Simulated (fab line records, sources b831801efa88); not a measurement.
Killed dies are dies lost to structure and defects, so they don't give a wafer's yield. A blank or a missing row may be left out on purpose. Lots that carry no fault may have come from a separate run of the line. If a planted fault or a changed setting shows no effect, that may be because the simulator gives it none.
Which tool was responsible? :: flow gf180mcu :: 12 lots with 36 wafers sampled at 5 steps, on a route of 602 steps

WHAT THE GAUGES READ, wafer by wafer
GF_V3_CD_MEAS_14 targets a cd of 260 nm. Usual: cd nm at 260.1 nm, with a standard deviation of 1.3.
lot: L317
measured: day 22 10:33
on: cd sem-02
cd nm (nm): 260.8 260.7 261.1
flag: 

lot: L318
measured: day 22 20:46
on: cd sem-02
cd nm (nm): 260.2 260.0 260.2
flag: 

lot: L321
measured: day 24 00:52
on: cd sem-01
cd nm (nm): 260.2 260.4 260.0
flag: 

lot: L322
measured: day 24 09:00
on: cd sem-02
cd nm (nm): 258.1 257.5 258.0
flag: 

lot: L323
measured: day 24 18:02
on: cd sem-02
cd nm (nm): 259.1 259.5 260.3
flag: 

lot: L324
measured: day 25 03:25
on: cd sem-02
cd nm (nm): 260.3 260.0 259.6
flag: 

lot: L325
measured: day 25 10:32
on: cd sem-01
cd nm (nm): 261.4 260.3 260.4
flag: 

lot: L326
measured: day 25 13:54
on: cd sem-01
cd nm (nm): 261.6 262.1 262.1
flag: 

lot: L332
measured: day 27 10:44
on: cd sem-02
cd nm (nm): 259.3 260.4 260.2
flag: 

lot: L337
measured: day 28 20:21
on: cd sem-01
cd nm (nm): 260.8 260.6 259.5
flag: 

lot: L339
measured: day 29 10:00
on: cd sem-01
cd nm (nm): 258.3 257.6 258.9
flag: 

lot: L340
measured: day 29 17:27
on: cd sem-01
cd nm (nm): 262.8 263.0 262.0
flag: 

GF_V3_OVL_MEAS_15. Usual: V3_OVL gives 0 nm (standard deviation 6).
lot: L317
measured: day 22 10:40
on: overlay-02
V3_OVL (nm): 0 -2 2
flag: 

lot: L318
measured: day 22 20:53
on: overlay-01
V3_OVL (nm): -6 -8 0
flag: 

lot: L321
measured: day 24 00:59
on: overlay-01
V3_OVL (nm): 4 1 8
flag: 

lot: L322
measured: day 24 09:07
on: overlay-02
V3_OVL (nm): -2 -2 -1
flag: 

lot: L323
measured: day 24 18:08
on: overlay-01
V3_OVL (nm): -5 5 5
flag: 

lot: L324
measured: day 25 03:31
on: overlay-02
V3_OVL (nm): 1 -2 0
flag: 

lot: L325
measured: day 25 10:37
on: overlay-01
V3_OVL (nm): 3 -3 -4
flag: 

lot: L326
measured: day 25 14:01
on: overlay-01
V3_OVL (nm): 6 4 -2
flag: 

lot: L332
measured: day 27 10:50
on: overlay-02
V3_OVL (nm): 18 14 5
flag: 

lot: L337
measured: day 28 20:28
on: overlay-01
V3_OVL (nm): 9 1 3
flag: 

lot: L339
measured: day 29 10:07
on: overlay-02
V3_OVL (nm): -9 6 7
flag: 

lot: L340
measured: day 29 17:34
on: overlay-01
V3_OVL (nm): 10 7 3
flag: 

GF_V4_THK_MEAS_01. Usual: V4_CVD_00_THK gives 595 nm (standard deviation 5.4).
lot: L317
measured: day 23 12:29
on: film metro-03
V4_CVD_00_THK (nm): 601 598 607
flag: 

lot: L318
measured: day 23 21:41
on: film metro-02
V4_CVD_00_THK (nm): 609 593 602
flag: 

lot: L321
measured: day 25 01:04
on: film metro-01
V4_CVD_00_THK (nm): 598 590 592
flag: 

lot: L322
measured: day 25 09:01
on: film metro-03
V4_CVD_00_THK (nm): 605 593 603
flag: 

lot: L323
measured: day 25 17:59
on: film metro-03
V4_CVD_00_THK (nm): 595 600 592
flag: 

lot: L324
measured: day 26 02:28
on: film metro-03
V4_CVD_00_THK (nm): 600 598 599
flag: 

lot: L325
measured: day 26 10:52
on: film metro-02
V4_CVD_00_THK (nm): 591 597 582
flag: 

lot: L326
measured: day 26 12:58
on: film metro-02
V4_CVD_00_THK (nm): 295 597 295
flag: OFF

lot: L332
measured: day 28 09:11
on: film metro-02
V4_CVD_00_THK (nm): 591 590 594
flag: 

lot: L337
measured: day 29 18:07
on: film metro-02
V4_CVD_00_THK (nm): 592 604 602
flag: 

lot: L339
measured: day 30 07:48
on: film metro-03
V4_CVD_00_THK (nm): 589 587 595
flag: 

lot: L340
measured: day 30 14:26
on: film metro-02
V4_CVD_00_THK (nm): 593 590 593
flag: 

EACH LOT AND THE TOOL THAT RAN IT (in order: tool; ch and the chambers of the sampled wafers; start)
lot: L317
GF_V3_STRIP_18: plasma asher-03 ch 0,1, day 22 10:50
GF_V4_CVD_00: hdpcvd-02 ch 0,1,2, day 23 12:25

lot: L318
GF_V3_STRIP_18: plasma asher-03 ch 0,1, day 22 21:03
GF_V4_CVD_00: hdpcvd-02 ch 0,1,2, day 23 21:36

lot: L321
GF_V3_STRIP_18: plasma asher-01 ch 0,1, day 24 01:08
GF_V4_CVD_00: hdpcvd-01 ch 1,2, day 25 00:59

lot: L322
GF_V3_STRIP_18: plasma asher-01 ch 0,1, day 24 09:17
GF_V4_CVD_00: hdpcvd-02 ch 0,2, day 25 08:56

lot: L323
GF_V3_STRIP_18: plasma asher-02 ch 0,1, day 24 18:19
GF_V4_CVD_00: hdpcvd-02 ch 0,1,2, day 25 17:53

lot: L324
GF_V3_STRIP_18: plasma asher-01 ch 0,1, day 25 03:40
GF_V4_CVD_00: hdpcvd-02 ch 0,2, day 26 02:23

lot: L325
GF_V3_STRIP_18: plasma asher-02 ch 0,1, day 25 10:49
GF_V4_CVD_00: hdpcvd-02 ch 1,2, day 26 10:41

lot: L326
GF_V3_STRIP_18: plasma asher-03 ch 0,1, day 25 14:11
GF_V4_CVD_00: hdpcvd-02 ch 0,2, day 26 12:53

lot: L332
GF_V3_STRIP_18: plasma asher-03 ch 0,1, day 27 11:00
GF_V4_CVD_00: hdpcvd-01 ch 0,1,2, day 28 09:06

lot: L337
GF_V3_STRIP_18: plasma asher-02 ch 0,1, day 28 20:38
GF_V4_CVD_00: hdpcvd-01 ch 0,2, day 29 18:02

lot: L339
GF_V3_STRIP_18: plasma asher-03 ch 0,1, day 29 10:17
GF_V4_CVD_00: hdpcvd-02 ch 0,2, day 30 07:44

lot: L340
GF_V3_STRIP_18: plasma asher-02 ch 0,1, day 29 17:44
GF_V4_CVD_00: hdpcvd-02 ch 0,1,2, day 30 14:22
- GF_V3_STRIP_18: strips in O2/N2.
- GF_V4_CVD_00: deposits SiO2, target thk 600 nm, time 100 s.

AS READ BY THE TOOLS THEMSELVES (means over the sampled wafers that have a number; for cases with no such wafer, the mark the record gives instead)
GF_V3_STRIP_18. Usual: drypump motor current A 5.9 A, standard deviation 0.33; heater power w 297 W, standard deviation 10; oes product au 0.594 a.u., standard deviation 0.0048.
lot: L317
tool: plasma asher-03
drypump motor current A (A): 5.8
heater power w (W): 306
oes product au (a.u.): 0.591
flag: 

lot: L318
tool: plasma asher-03
drypump motor current A (A): 5.8
heater power w (W): 301
oes product au (a.u.): 0.598
flag: 

lot: L321
tool: plasma asher-01
drypump motor current A (A): 6.2
heater power w (W): 299
oes product au (a.u.): 0.597
flag: 

lot: L322
tool: plasma asher-01
drypump motor current A (A): 6.2
heater power w (W): 299
oes product au (a.u.): 0.594
flag: 

lot: L323
tool: plasma asher-02
drypump motor current A (A): 5.8
heater power w (W): 286
oes product au (a.u.): 0.598
flag: 

lot: L324
tool: plasma asher-01
drypump motor current A (A): 6.2
heater power w (W): 298
oes product au (a.u.): 0.597
flag: 

lot: L325
tool: plasma asher-02
drypump motor current A (A): 5.8
heater power w (W): 289
oes product au (a.u.): 0.596
flag: 

lot: L326
tool: plasma asher-03
drypump motor current A (A): 5.8
heater power w (W): 298
oes product au (a.u.): 0.597
flag: 

lot: L332
tool: plasma asher-03
drypump motor current A (A): 5.8
heater power w (W): 297
oes product au (a.u.): 0.595
flag: 

lot: L337
tool: plasma asher-02
drypump motor current A (A): 5.8
heater power w (W): 291
oes product au (a.u.): 0.596
flag: 

lot: L339
tool: plasma asher-03
drypump motor current A (A): 5.6
heater power w (W): 310
oes product au (a.u.): 0.594
flag: 

lot: L340
tool: plasma asher-02
drypump motor current A (A): 5.8
heater power w (W): 285
oes product au (a.u.): 0.593
flag: 

GF_V4_CVD_00. Usual: sih4 flow sccm at 60.00 sccm, with a standard deviation of 0.17.
lot: L317
tool: hdpcvd-02
sih4 flow sccm (sccm): 60.20
flag: 

lot: L318
tool: hdpcvd-02
sih4 flow sccm (sccm): 60.02
flag: 

lot: L321
tool: hdpcvd-01
sih4 flow sccm (sccm): 60.04
flag: 

lot: L322
tool: hdpcvd-02
sih4 flow sccm (sccm): 60.04
flag: 

lot: L323
tool: hdpcvd-02
sih4 flow sccm (sccm): 59.94
flag: 

lot: L324
tool: hdpcvd-02
sih4 flow sccm (sccm): 60.17
flag: 

lot: L325
tool: hdpcvd-02
sih4 flow sccm (sccm): 59.73
flag: 

lot: L326
tool: hdpcvd-02
sih4 flow sccm (sccm): 39.85
flag: OFF

lot: L332
tool: hdpcvd-01
sih4 flow sccm (sccm): 59.94
flag: 

lot: L337
tool: hdpcvd-01
sih4 flow sccm (sccm): 59.99
flag: 

lot: L339
tool: hdpcvd-02
sih4 flow sccm (sccm): 59.99
flag: 

lot: L340
tool: hdpcvd-02
sih4 flow sccm (sccm): 60.11
flag: 

THE ANSWER, worked out from the rows above alone
Rule: a lot counts as off when the mean over its wafers that have a number is more than 3 standard deviations away from the usual mean. A lot without any number at a reading at which 4 lots or more have one is off too. Any other lot the step has rows for is counted as sound. First the gauges in route order, then the tools' own readings, where a lot's mean is used as printed above. The first step at which some lot is off is used, and at that step the reading that is off furthest; a lot without a number counts as furthest.
Off: L326, at GF_V4_THK_MEAS_01 (V4_CVD_00_THK).
A tool fits if, at a process step before that reading, it ran every lot that is off, and no sound lot after the first of them. The gauges at GF_V4_THK_MEAS_01 aren't tried: what is off there is off at GF_V4_CVD_00 too, on other tools, and a gauge's error can't cause that. Not one of the candidates tried fits.

WHAT THE SIMULATOR HAD INSERTED
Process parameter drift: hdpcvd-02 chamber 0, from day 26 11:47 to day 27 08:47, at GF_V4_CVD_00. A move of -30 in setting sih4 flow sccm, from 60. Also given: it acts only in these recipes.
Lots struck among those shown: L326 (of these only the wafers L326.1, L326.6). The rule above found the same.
